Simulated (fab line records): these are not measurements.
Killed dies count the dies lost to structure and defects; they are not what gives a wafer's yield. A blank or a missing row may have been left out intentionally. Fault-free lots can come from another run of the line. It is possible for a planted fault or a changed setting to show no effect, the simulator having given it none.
Commonality check across tools || flow gf180mcu || Sample size 11 lots and 33 wafers

REASON FOR OPENING
Flagged at GF_V2_CD_MEAS_14: reading cd_nm, on 2 of 11 lots. Wafers without a fault read 259.5 nm, standard deviation 1.3.
Rule: a lot is flagged in two cases, either no wafer of it has a number, or all its wafers with numbers fall more than 4 standard deviations from that mean. As for the other lots, they are considered sound.

{"lot": "L208", "measured": "day 20 06:34", "on": "cd_sem-01", "cd_nm (nm), wafer by wafer": "260.6 261.4 262.4", "flag": ""}
{"lot": "L210", "measured": "day 21 13:54", "on": "cd_sem-01", "cd_nm (nm), wafer by wafer": "260.7 259.6 260.7", "flag": ""}
{"lot": "L211", "measured": "day 21 16:13", "on": "cd_sem-02", "cd_nm (nm), wafer by wafer": "256.2 257.0 257.6", "flag": ""}
{"lot": "L212", "measured": "day 22 02:11", "on": "cd_sem-01", "cd_nm (nm), wafer by wafer": "259.0 259.2 257.0", "flag": ""}
{"lot": "L219", "measured": "day 24 06:52", "on": "cd_sem-02", "cd_nm (nm), wafer by wafer": "269.9 268.9 270.2", "flag": "FLAGGED"}
{"lot": "L218", "measured": "day 24 08:49", "on": "cd_sem-02", "cd_nm (nm), wafer by wafer": "268.3 267.1 269.0", "flag": "FLAGGED"}
{"lot": "L227", "measured": "day 27 09:34", "on": "cd_sem-02", "cd_nm (nm), wafer by wafer": "258.1 258.5 258.6", "flag": ""}
{"lot": "L228", "measured": "day 27 12:01", "on": "cd_sem-01", "cd_nm (nm), wafer by wafer": "257.4 258.4 258.8", "flag": ""}
{"lot": "L229", "measured": "day 27 13:23", "on": "cd_sem-02", "cd_nm (nm), wafer by wafer": "259.8 261.2 261.2", "flag": ""}
{"lot": "L230", "measured": "day 28 03:13", "on": "cd_sem-01", "cd_nm (nm), wafer by wafer": "259.4 259.4 259.1", "flag": ""}
{"lot": "L231", "measured": "day 28 11:26", "on": "cd_sem-01", "cd_nm (nm), wafer by wafer": "259.0 259.2 259.4", "flag": ""}
Average over the flagged lots: 268.9 nm; offset from the usual +9.4 nm, equal to +7 standard deviations.

TOOL THAT RAN EACH LOT
2 process steps preceding the reading are held in the record, out of 602 steps in the route. Each cell gives the tool, then ch followed by the chambers the sampled wafers passed through, then the start.
{"lot": "L208", "flag": "", "GF_M1_STRIP_17": "plasma_asher-03 ch 0,1, day 17 01:35", "GF_V2_COAT_09": "litho_track-01 ch 0, day 19 18:00"}
{"lot": "L210", "flag": "", "GF_M1_STRIP_17": "plasma_asher-02 ch 0, day 18 09:15", "GF_V2_COAT_09": "litho_track-02 ch 0, day 21 01:00"}
{"lot": "L211", "flag": "", "GF_M1_STRIP_17": "plasma_asher-01 ch 0,1, day 18 11:49", "GF_V2_COAT_09": "litho_track-01 ch 0, day 21 04:00"}
{"lot": "L212", "flag": "", "GF_M1_STRIP_17": "plasma_asher-03 ch 0,1, day 18 19:59", "GF_V2_COAT_09": "litho_track-02 ch 0, day 21 13:00"}
{"lot": "L219", "flag": "FLAGGED", "GF_M1_STRIP_17": "plasma_asher-01 ch 0,1, day 21 05:44", "GF_V2_COAT_09": "litho_track-01 ch 0, day 23 19:00"}
{"lot": "L218", "flag": "FLAGGED", "GF_M1_STRIP_17": "plasma_asher-03 ch 0,1, day 21 07:20", "GF_V2_COAT_09": "litho_track-01 ch 0, day 23 21:00"}
{"lot": "L227", "flag": "", "GF_M1_STRIP_17": "plasma_asher-02 ch 0,1, day 24 13:50", "GF_V2_COAT_09": "litho_track-01 ch 0, day 26 22:00"}
{"lot": "L228", "flag": "", "GF_M1_STRIP_17": "plasma_asher-01 ch 0,1, day 24 15:17", "GF_V2_COAT_09": "litho_track-01 ch 0, day 27 01:00"}
{"lot": "L229", "flag": "", "GF_M1_STRIP_17": "plasma_asher-03 ch 0,1, day 24 18:17", "GF_V2_COAT_09": "litho_track-02 ch 0, day 27 02:00"}
{"lot": "L230", "flag": "", "GF_M1_STRIP_17": "plasma_asher-01 ch 0,1, day 25 08:02", "GF_V2_COAT_09": "litho_track-02 ch 0, day 27 16:00"}
{"lot": "L231", "flag": "", "GF_M1_STRIP_17": "plasma_asher-01 ch 0,1, day 25 17:32", "GF_V2_COAT_09": "litho_track-01 ch 0, day 28 01:00"}
What the steps here do:
- GF_M1_STRIP_17: strips in O2/N2.
- GF_V2_COAT_09: resist thk 1000 nm.
- GF_V2_CD_MEAS_14: target cd 260 nm.

FLAGGED AGAINST TOTAL, ONE TOOL AT A TIME (gauges that did the reading follow at the end)
{"step": "GF_M1_STRIP_17", "tool": "plasma_asher-01", "lots run": 5, "flagged": 1, "share of the flagged lots": "some", "sound lots run after its first flagged lot": "3 (L228,L230,L231)"}
{"step": "GF_M1_STRIP_17", "tool": "plasma_asher-02", "lots run": 2, "flagged": 0, "share of the flagged lots": "none", "sound lots run after its first flagged lot": "-"}
{"step": "GF_M1_STRIP_17", "tool": "plasma_asher-03", "lots run": 4, "flagged": 1, "share of the flagged lots": "some", "sound lots run after its first flagged lot": "1 (L229)"}
{"step": "GF_V2_COAT_09", "tool": "litho_track-01", "lots run": 7, "flagged": 2, "share of the flagged lots": "all", "sound lots run after its first flagged lot": "3 (L227,L228,L231)"}
{"step": "GF_V2_COAT_09", "tool": "litho_track-02", "lots run": 4, "flagged": 0, "share of the flagged lots": "none", "sound lots run after its first flagged lot": "-"}
{"step": "GF_V2_CD_MEAS_14", "tool": "cd_sem-01", "lots run": 6, "flagged": 0, "share of the flagged lots": "none", "sound lots run after its first flagged lot": "-"}
{"step": "GF_V2_CD_MEAS_14", "tool": "cd_sem-02", "lots run": 5, "flagged": 2, "share of the flagged lots": "all", "sound lots run after its first flagged lot": "2 (L227,L229)"}

WHAT THE TABLE PERMITS
litho_track-01 at GF_V2_COAT_09 and cd_sem-02 at GF_V2_CD_MEAS_14 are the 2 rows of the table that ran each flagged lot.
- litho_track-01 at GF_V2_COAT_09 ran 7 lots, 2 of them flagged. After the first flagged lot (L227, L228, L231), sound lots still ran on it; a lasting fault on the whole tool would not permit that.
- cd_sem-02 at GF_V2_CD_MEAS_14 ran 5 lots, 2 of them flagged. After the first flagged lot (L227, L229), sound lots still ran on it; a lasting fault on the whole tool would not permit that.
There is no row in the table that ran each flagged lot and no sound lot after the first.

WHAT THE SIMULATOR PUT IN
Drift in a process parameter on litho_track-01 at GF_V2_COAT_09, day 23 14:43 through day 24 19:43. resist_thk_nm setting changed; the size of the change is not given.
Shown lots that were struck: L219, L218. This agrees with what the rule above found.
